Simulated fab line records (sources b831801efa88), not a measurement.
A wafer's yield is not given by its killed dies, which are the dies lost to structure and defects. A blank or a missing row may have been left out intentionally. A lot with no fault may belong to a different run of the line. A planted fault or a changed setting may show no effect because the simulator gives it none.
fab line records	flow sky130
[record] lots = 5	wafers = 15	last-day = 49
route steps=708 shown RES_XHIGH@334 SD_N@342 PAD_OPEN@708
lots with no fault: from the same line, run without faults
start-h: the number of hours between the record's first day and the start of the first shown wafer of the lot	wait-h: how many hours have passed since the lot's step before this one	" identical to the entry in the row above	L1.1+2: a row that stands for several wafers	- value missing, or start not given	* or withheld: withheld	< > ~ a bound
route shown NAME@n: names a module that has steps shown in the file, with the first one's number in the route	usual: mean and standard deviation over wafers with no fault	same: alike in all rows	chamber/n: place in a boat	sites: readings site by site	_std_site: their standard deviation	_edge_site: mean of outer sites minus mean of inner sites	radius-mm: for every site, how far away it sits from the centre of the wafer	mask NAME#n: copy n	behind: the last tool/chamber to shape the wafer	hold: cause of the lot's hold/its duration in hours/its outcome	device: the transistor (n, p or np) that didn't switch	end of line: tests of these same wafers at the route's end	where a step has no rows: the recipe by itself	killed: dies that structure and defects cost at the first sort, which is not the same as the wafer's yield	map: the dies of a wafer, with x for killed, . for not killed, _ for no die there
set.NAME: the run value of the setting; set.NAME@STEP: its run value at that earlier step	model.NAME: the simulator's own value behind a step, which no gauge read
lots at some steps of the route; a table a step, a row a wafer
services: the hour from which a tool's chamber was out of use, counted from the record's first day as start-h (under 0 if before that day), plus the number of hours and why
[[steps]]
[step SKY_RES_XHIGH_COAT_02]
[recipe] resist = NOVOLAK	spin-rpm = 3000	resist-thk-nm = 1140
[step SKY_RES_XHIGH_SOFTBAKE_03]
[recipe] temp-c = 90	time-s = 60	resist = NOVOLAK
[step SKY_RES_XHIGH_EXPOSE_04]
[recipe] mask-id = URPM	na = 0.6	source-shape = conventional	sigma-outer = 0.6	polarization = unpolarized	target-cd-nm = 1270	dose-mj = 140
[step SKY_RES_XHIGH_PEB_05]
[recipe] temp-c = withheld	time-s = *	resist = NOVOLAK
[step SKY_RES_XHIGH_DEVELOP_06]
[recipe] resist = NOVOLAK	developer = TMAH	develop-time-s = 60	dev-temp-c = 23
[step SKY_RES_XHIGH_IMPLANT_07]
[recipe] species = BF2	energy-kev = 20	dose-cm2 = 3.6e+14	tilt-deg = 0
[step SKY_RES_XHIGH_STRIP_08]
[recipe] chemistry = O2/N2	power-w = 1400	pressure-mtorr = 1500	platen-temp-c = withheld	o2-flow-sccm = 3000	n2-flow-sccm = 300	overash-fraction = 0.5
[usual] drypump-motor-current-A = 5.7/0.33	oes-product-au = 0.711/0.0046	strip-time-to-endpoint-s = 14.25/0.034
[same] overash-fraction = 0.5
lot.wafer	tool	chamber	start-h	wait-h	drypump-motor-current-A	oes-product-au	rf-hours-counter-h	strip-time-to-endpoint-s
L508.1	plasma-asher-01	1	639.74	0.1	5.9	0.711	20	14.25
L508.2	"	0	"	"	6.2	0.720	20	14.27
L508.5	"	1	"	"	5.9	0.713	-	14.28
L511.1	plasma-asher-03	0	653.88	0.1	5.5	0.707	47	14.26
L511.2	"	1	"	"	5.6	0.715	47	14.29
L511.3	"	1	"	"	5.6	0.714	-	14.27
L512.1	plasma-asher-01	1	668.53	0.1	5.9	0.713	23	14.26
L512.3	"	0	"	"	6.2	0.710	-	14.23
L512.5	"	0	"	"	6.2	0.716	-	14.27
L521.3	plasma-asher-01	1	739.42	0.1	5.9	0.713	-	14.21
L521.4	"	0	"	"	6.2	0.711	-	14.19
L521.5	"	1	"	"	5.9	0.717	-	14.21
L523.1	plasma-asher-01	1	748.64	0.1	5.9	0.714	31	14.26
L523.2	"	0	"	"	6.2	0.712	31	14.26
L523.5	"	1	"	"	5.9	0.705	-	14.23
[step SKY_RES_XHIGH_TW_MEAS_09]
[usual] RES_XHIGH_TW = 1631/11
lot.wafer	tool	chamber	start-h	wait-h	RES_XHIGH_TW
L508.1	film-metro-02	-	639.84	0.1	1612
L508.2	"	-	"	"	1622
L508.5	"	-	"	"	1623
L511.1	film-metro-04	-	653.98	0.1	1654
L511.2	"	-	"	"	1644
L511.3	"	-	"	"	1639
L512.1	film-metro-04	-	668.63	0.1	1649
L512.3	"	-	"	"	1639
L512.5	"	-	"	"	1644
L521.3	film-metro-03	-	739.51	0.1	1636
L521.4	"	-	"	"	1640
L521.5	"	-	"	"	1636
L523.1	film-metro-02	-	748.74	0.1	1629
L523.2	"	-	"	"	1625
L523.5	"	-	"	"	1636
[step SKY_SD_N_DEHYDRATE_00]
[recipe] temp-c = 200	time-s = 60
[step SKY_SD_N_HMDS_01]
[recipe] prime-time-s = 60	prime-temp-c = 120
[step SKY_SD_N_COAT_02]
[recipe] resist = NOVOLAK	spin-rpm = 3000	resist-thk-nm = 1140
[step SKY_SD_N_SOFTBAKE_03]
[recipe] temp-c = 90	time-s = 60	resist = NOVOLAK
[step SKY_SD_N_EXPOSE_04]
[recipe] mask-id = NSDM	na = 0.6	source-shape = conventional	sigma-outer = 0.6	polarization = unpolarized	target-cd-nm = 380	dose-mj = 141
[usual] exposure-dose-mJ-cm2 = 140.87/0.15
lot.wafer	tool	chamber	start-h	wait-h	mask	exposure-dose-mJ-cm2
L508.1	iline-stepper-02	0	654.51	-	NSDM#0	141.08
L508.2	"	0	"	"	NSDM#0	141.15
L508.5	"	0	"	"	NSDM#0	141.09
L511.1	iline-stepper-01	0	667.78	-	URPM#0	140.73
L511.2	"	0	"	"	URPM#0	140.98
L511.3	"	0	"	"	URPM#0	140.90
L512.1	iline-stepper-02	0	682.76	-	NSDM#0	140.73
L512.3	"	0	"	"	NSDM#0	140.76
L512.5	"	0	"	"	NSDM#0	140.76
L521.3	iline-stepper-01	0	753.36	-	NSDM#0	140.77
L521.4	"	0	"	"	NSDM#0	140.78
L521.5	"	0	"	"	NSDM#0	140.89
L523.1	iline-stepper-02	0	762.23	-	NSDM#0	140.85
L523.2	"	0	"	"	NSDM#0	140.74
L523.5	"	0	"	"	NSDM#0	141.02
[step SKY_SD_N_PEB_05]
[recipe] temp-c = withheld	time-s = *	resist = NOVOLAK
[step SKY_SD_N_DEVELOP_06]
[recipe] resist = NOVOLAK	developer = TMAH	develop-time-s = 60	dev-temp-c = 23
[step SKY_SD_N_CD_MEAS_07]
[recipe] target-cd-nm = 380
[usual] cd-nm = 379.8/2.7
lot.wafer	tool	chamber	start-h	wait-h	cd-nm
L508.1	cd-sem-02	-	668.08	0.1	375.3
L508.2	"	-	"	"	374.3
L508.5	"	-	"	"	373.3
L511.1	cd-sem-01	-	681.94	0.1	-
L511.2	"	-	"	"	-
L511.3	"	-	"	"	-
L512.1	cd-sem-02	-	696.54	0.1	379.5
L512.3	"	-	"	"	378.2
L512.5	"	-	"	"	379.8
L521.3	cd-sem-01	-	766.63	0.1	377.3
L521.4	"	-	"	"	378.3
L521.5	"	-	"	"	381.2
L523.1	cd-sem-01	-	775.68	0.1	385.5
L523.2	"	-	"	"	380.7
L523.5	"	-	"	"	383.9
[step SKY_SD_N_OVL_MEAS_08]
[usual] SD_N_OVL = -0.4/1.2
lot.wafer	tool	chamber	start-h	wait-h	SD_N_OVL[nm]
L508.1	overlay-01	-	668.20	0.1	-1.6
L508.2	"	-	"	"	-0.5
L508.5	"	-	"	"	-1.2
L511.1	overlay-02	-	682.06	0.1	-
L511.2	"	-	"	"	-
L511.3	"	-	"	"	-
L512.1	overlay-02	-	696.66	0.1	-2.4
L512.3	"	-	"	"	-1.8
L512.5	"	-	"	"	-0.4
L521.3	overlay-02	-	766.72	0.1	-1.0
L521.4	"	-	"	"	-1.3
L521.5	"	-	"	"	-1.3
L523.1	overlay-02	-	775.80	0.1	1.0
L523.2	"	-	"	"	0.7
L523.5	"	-	"	"	-0.9
[step SKY_SD_N_IMPLANT_09]
[recipe] species = As	energy-kev = 50	dose-cm2 = 4e+15	tilt-deg = 0
[step SKY_SD_N_IMPLANT_10]
[recipe] species = P	energy-kev = 20	dose-cm2 = 1e+14	tilt-deg = 0
[step SKY_SD_N_STRIP_11]
[recipe] chemistry = O2/N2	power-w = 1400	pressure-mtorr = 1500	platen-temp-c = withheld	o2-flow-sccm = 3000	n2-flow-sccm = 300	overash-fraction = 0.5
[usual] drypump-motor-current-A = 5.83/0.24	oes-product-au = 0.528/0.0048	strip-time-to-endpoint-s = 22.53/0.04
[same] overash-fraction = 0.5
lot.wafer	tool	chamber	start-h	wait-h	drypump-motor-current-A	oes-product-au	rf-hours-counter-h	strip-time-to-endpoint-s
L508.1	plasma-asher-02	1	668.54	0.1	5.75	0.527	88	22.53
L508.2	"	0	"	"	6.02	0.527	88	22.52
L508.5	"	0	"	"	6.00	0.531	-	22.53
L511.1	plasma-asher-02	0	682.40	0.1	5.99	0.524	89	22.45
L511.2	"	1	"	"	5.71	0.519	89	22.48
L511.3	"	0	"	"	6.00	0.515	-	22.45
L512.1	plasma-asher-01	0	697.00	0.1	6.24	0.533	26	22.56
L512.3	"	0	"	"	6.23	0.522	-	22.54
L512.5	"	1	"	"	5.89	0.520	-	22.52
L521.3	plasma-asher-01	0	767.08	0.1	6.27	0.525	-	22.46
L521.4	"	1	"	"	5.90	0.526	-	22.47
L521.5	"	1	"	"	5.90	0.528	-	22.46
L523.1	plasma-asher-02	1	776.14	0.1	5.73	0.528	98	22.49
L523.2	"	0	"	"	5.99	0.528	98	22.51
L523.5	"	1	"	"	5.74	0.529	-	22.50
[step SKY_SD_N_TW_MEAS_12]
[usual] SD_N_TW = 3970/32
lot.wafer	tool	chamber	start-h	wait-h	hold	SD_N_TW
L508.1	film-metro-02	-	668.64	0.1	-	3977
L508.2	"	-	"	"	-	3973
L508.5	"	-	"	"	-	3958
L511.1	film-metro-02	-	682.50	0.1	await-dispo/0.2h/release	30
L511.2	"	-	"	"	await-dispo/0.2h/release	29
L511.3	"	-	"	"	await-dispo/0.2h/release	29
L511.1	film-metro-02	-	682.78	0.3	-	30
L511.2	"	-	"	"	-	30
L511.3	"	-	"	"	-	30
L512.1	film-metro-04	-	697.10	0.1	-	3979
L512.3	"	-	"	"	-	3996
L512.5	"	-	"	"	-	4000
L521.3	film-metro-03	-	767.17	0.1	-	3970
L521.4	"	-	"	"	-	4034
L521.5	"	-	"	"	-	4016
L523.1	film-metro-04	-	776.24	0.1	-	3951
L523.2	"	-	"	"	-	3950
L523.5	"	-	"	"	-	3945
[step SKY_PAD_OPEN_PROBE_99]
[usual] defect-limited-yield = 82.5/1.8	killed_at_M0_to_M3 = 43/6.6	killed_at_M4_up = 2.9/1.8	killed-at-contacts = 25/5.3	killed-at-front-end = 15/4.1	killed-at-other = 0.3/0.6	killed-dies = 86/8.8	killed-on-rim = 17/3.5	killed-open = 47/6.7	killed-short = 39/6.2	sort_bin_3_pad_short = 0.9/0.44	sort_bin_5_function = 10.3/1.6	sort_bin_6_memory = 6.3/1	sort-n-pass = 406/8.8	sort-yield-pct = 82.5/1.8
[same] gross-dies = 492	killed-at-back-side = 0	sort_bin_4_leakage[%] = 0	sort_bin_8_speed[%] = 0
lot.wafer	tool	chamber	start-h	wait-h	defect-limited-yield[%]	killed_at_M0_to_M3	killed_at_M4_up	killed-at-contacts	killed-at-front-end	killed-at-other	killed-dies	killed-on-rim	killed-open	killed-short	sort_bin_3_pad_short[%]	sort_bin_5_function[%]	sort_bin_6_memory[%]	sort-n-pass	sort-yield-pct[%]
L508.1	prober-02	-	1089.06	0.1	82.5	39	0	30	15	2	86	14	45	41	0.8	10.6	6.1	406	82.5
L508.2	prober-02	-	1089.11	0.1	82.1	36	2	32	18	0	88	17	49	39	0.4	12.6	4.9	404	82.1
L508.5	prober-02	-	1089.26	0.2	81.9	46	3	24	16	0	89	18	47	41	0.6	8.7	8.7	403	81.9
L512.1	prober-02	-	1113.12	0.1	82.5	45	1	26	14	0	86	13	43	43	1.8	10.2	5.5	406	82.5
L512.3	prober-02	-	1113.22	0.2	83.1	42	0	29	12	0	83	17	50	32	1.2	9.8	5.9	409	83.1
L512.5	prober-02	-	1113.32	0.2	82.1	49	5	14	19	1	88	18	42	46	0.6	12.0	5.3	404	82.1
L521.3	prober-02	-	1163.39	0.2	82.1	42	4	23	19	0	88	15	41	47	2.0	7.9	7.9	404	82.1
L521.4	prober-02	-	1163.44	0.2	83.7	39	4	26	11	0	80	15	42	38	0.2	10.2	5.9	412	83.7
L521.5	prober-02	-	1163.49	0.2	82.7	41	5	26	13	0	85	19	53	31	0.6	9.1	7.5	407	82.7
L523.1	prober-02	-	1170.11	0.1	85.8	33	2	22	13	0	70	20	36	34	0.6	7.3	6.3	422	85.8
L523.2	prober-02	-	1170.16	0.1	79.7	51	5	26	18	0	100	24	55	45	0.8	13.0	6.5	392	79.7
L523.5	prober-02	-	1170.31	0.2	83.3	38	6	22	16	0	82	14	33	49	1.0	8.7	6.9	410	83.3
// killed by level:class
L508.1 LI_CONTACT:geometric-particle:open=11 VIA1:geometric-particle:open=8 CONTACT:geometric-particle:open=7 METAL1:geometric-particle:short=7 VIA1:geometric-particle:short=6 FIELD_ISO:geometric-particle:open=5 VIA3:geometric-particle:short=5 LOCAL_INTERCONNECT:geometric-particle:short=4
L508.2 CONTACT:geometric-particle:open=12 VIA1:geometric-particle:open=12 FIELD_ISO:geometric-particle:open=6 LI_CONTACT:geometric-particle:open=6 LOCAL_INTERCONNECT:geometric-particle:short=6 FIELD_ISO:geometric-particle:short=5 METAL2:geometric-particle:short=5 VIA2:geometric-particle:open=5
L508.5 VIA3:geometric-particle:open=9 VIA2:geometric-particle:open=8 LI_CONTACT:geometric-particle:open=7 VIA1:geometric-particle:short=7 VIA1:geometric-particle:open=6 METAL1:geometric-particle:short=6 CONTACT:geometric-particle:open=5 FIELD_ISO:geometric-particle:open=4
L512.1 CONTACT:geometric-particle:open=10 VIA2:geometric-particle:open=8 VIA1:geometric-particle:open=7 VIA1:geometric-particle:short=6 CONTACT:geometric-particle:short=5 FIELD_ISO:geometric-particle:short=4 METAL1:geometric-particle:short=4 LOCAL_INTERCONNECT:geometric-particle:short=4
L512.3 CONTACT:geometric-particle:open=16 VIA1:geometric-particle:open=13 METAL1:geometric-particle:short=6 VIA1:geometric-particle:short=5 VIA3:geometric-particle:open=5 FIELD_ISO:geometric-particle:short=4 LI_CONTACT:geometric-particle:open=4 LOCAL_INTERCONNECT:geometric-particle:short=4
L512.5 VIA1:geometric-particle:open=11 METAL2:geometric-particle:short=6 VIA2:geometric-particle:open=6 FIELD_ISO:geometric-particle:short=5 METAL1:geometric-particle:short=5 METAL3:geometric-particle:short=5 VIA3:geometric-particle:open=5 METAL4:geometric-particle:short=5
L521.3 VIA1:geometric-particle:open=8 CONTACT:geometric-particle:short=8 POLY_GATE:geometric-particle:short=7 VIA3:geometric-particle:open=7 LOCAL_INTERCONNECT:geometric-particle:short=5 CONTACT:geometric-particle:open=5 VIA3:geometric-particle:short=5 FIELD_ISO:geometric-particle:short=4
L521.4 CONTACT:geometric-particle:open=12 POLY_GATE:geometric-particle:open=6 CONTACT:geometric-particle:short=6 VIA2:geometric-particle:open=6 VIA1:geometric-particle:open=6 METAL2:geometric-particle:short=6 VIA3:geometric-particle:open=6 METAL1:geometric-particle:short=5
L521.5 VIA1:geometric-particle:open=11 LI_CONTACT:geometric-particle:open=10 CONTACT:geometric-particle:open=8 METAL1:geometric-particle:short=5 VIA2:geometric-particle:open=5 FIELD_ISO:geometric-particle:open=4 CONTACT:geometric-particle:short=4 METAL2:geometric-particle:short=4
L523.1 VIA3:geometric-particle:open=8 VIA1:geometric-particle:open=6 CONTACT:geometric-particle:open=6 LI_CONTACT:geometric-particle:open=5 LI_CONTACT:geometric-particle:short=5 POLY_GATE:geometric-particle:open=4 VIA1:geometric-particle:short=4 CONTACT:geometric-particle:short=4
L523.2 VIA1:geometric-particle:open=11 VIA2:geometric-particle:open=8 VIA3:geometric-particle:open=8 METAL2:geometric-particle:short=6 CONTACT:geometric-particle:open=6 POLY_GATE:geometric-particle:short=5 LI_CONTACT:geometric-particle:open=5 VIA3:geometric-particle:short=5
L523.5 LI_CONTACT:geometric-particle:open=7 METAL4:geometric-particle:short=6 VIA3:geometric-particle:open=6 CONTACT:geometric-particle:short=5 VIA1:geometric-particle:open=5 VIA2:geometric-particle:short=5 METAL3:geometric-particle:short=5 FIELD_ISO:geometric-particle:open=4
[[services]]
tool	chamber	start-h	hours	kind
plasma-asher-02	-	624.68	0.5	repair
plasma-asher-03	-	624.84	1.1	repair
iline-stepper-02	-	634.70	11.0	repair
plasma-asher-03	-	645.32	2.8	pm
iline-stepper-01	-	654.55	1.7	pm
iline-stepper-01	0	680.82	-	calibration
iline-stepper-02	-	691.62	0.8	repair
iline-stepper-02	-	702.91	3.6	repair
iline-stepper-01	-	710.98	6.9	repair
iline-stepper-01	-	726.57	8.9	pm
plasma-asher-03	-	751.83	6.1	repair
iline-stepper-02	-	752.74	1.7	pm
[[key]]
[first-sign] step = SKY_SD_N_EXPOSE_04	reading = mask	direction = changed
[effect] step = SKY_SD_N_CD_MEAS_07	reading = cd-nm	direction = missing
[effect] step = SKY_SD_N_OVL_MEAS_08	reading = SD_N_OVL	direction = missing
[effect] step = SKY_SD_N_TW_MEAS_12	reading = visit	direction = added
[effect] step = SKY_SD_N_TW_MEAS_12	reading = SD_N_TW	direction = down	sigmas = 99+	usual = 3970	struck = 29
met-at SKY_SD_N_EXPOSE_04
struck-wafers L511.1,L511.2,L511.3
scrapped-behind SKY_SD_N_TW_MEAS_12 L511.1,L511.2,L511.3
[fault] kind = wrong-mask	tool = any	chamber = -	onset-h = 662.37	steps = SKY_SD_N_EXPOSE_04	aux-copy = URPM#0	scope = struck-lots-only
